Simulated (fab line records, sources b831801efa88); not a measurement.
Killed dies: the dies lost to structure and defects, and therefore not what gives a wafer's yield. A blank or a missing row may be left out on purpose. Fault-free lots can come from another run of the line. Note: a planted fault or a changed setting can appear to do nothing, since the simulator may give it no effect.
Code-filled problem report in 8D (eight disciplines) form | flow sky130 | the parts of the form that need people (team, actions taken, sign-off) are left out

## 1. PROBLEM STATEMENT
dose_ions_cm2 at SKY_LDD_HVP_IMPLANT_08 reads a mean of 1.6700e+13 on 6 wafers of 2 lots; wafers without a fault read 1.6993e+13 with a standard deviation of 1.9e+10. Measured from the usual mean, that is -15 standard deviations.
The first sign was on wafer L113.3 at day 26 22:40, on implanter-04. At this step, 39 wafers from 13 lots have a number in the record. The rule behind "out" and "out of limits": a value lying over 4 standard deviations away from the usual mean. The other wafers with a number count as sound.

## 2. WHAT THIS IS AND IS NOT
question                    | is                     | is not
which readings at this step | dose_ions_cm2          | -
which lots                  | L113, L115             | L101, L102, L103, L104, L106, L107, L108, L110, L119, L122, L124
which wafers of those lots  | all that have a number | -
read on which tools         | implanter-04           | implanter-03
when                        | from day 26 22:40      | up to then (24 sound wafers); but 9 sound wafers of L119, L122, L124 came after

## 3. THE SUSPECTS, EACH WITH WHAT RULES IT OUT
Counting: a tool stays on the suspect list if, at a process step up to the reading, it processed all lots that are out and no sound lot following the first of them.
- implanter-04 at SKY_LDD_HVP_IMPLANT_08: kept. Every lot that is out went through it, starting with L113 (day 26 22:40), and after that it ran no sound lot; the last sound lot it ran before then is L108 (day 23 23:17). Its own readings are out on those wafers: dose_ions_cm2.
After counting, what remains is implanter-04 at SKY_LDD_HVP_IMPLANT_08.

## 4. THE CAUSE (what the simulator had put in)
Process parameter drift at SKY_LDD_HVP_IMPLANT_08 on implanter-04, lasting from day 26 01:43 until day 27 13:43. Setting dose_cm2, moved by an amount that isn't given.
Counting left only this tool.

## 5. THE EFFECT CHAIN, in route order
Each row: a reading whose mean over the struck wafers that have a number lies more than 3 standard deviations from the usual. Only readings for which the record gives a usual standard deviation are gone through. hours: the time from each lot's start at the first step in this table that gives one to its start at this step, as a median over the lots. sigmas: the change in usual standard deviations.
hours | step                   | reading       | usual      | on struck wafers | change      | sigmas
0     | SKY_LDD_HVP_IMPLANT_08 | dose_ions_cm2 | 1.6993e+13 | 1.6700e+13       | -2.9300e+11 | -15
Process steps it contains:
- SKY_LDD_HVP_IMPLANT_08
At these later measuring or inspecting steps, every struck wafer for which the step has a row has a number for every such reading, and none has moved that far: SKY_SPACER_THK_MEAS_01.

## 6. WHAT WOULD HAVE CAUGHT IT SOONER
The fault began at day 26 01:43; the first out-of-limits reading in this record came at day 26 22:40, 21 hours later.
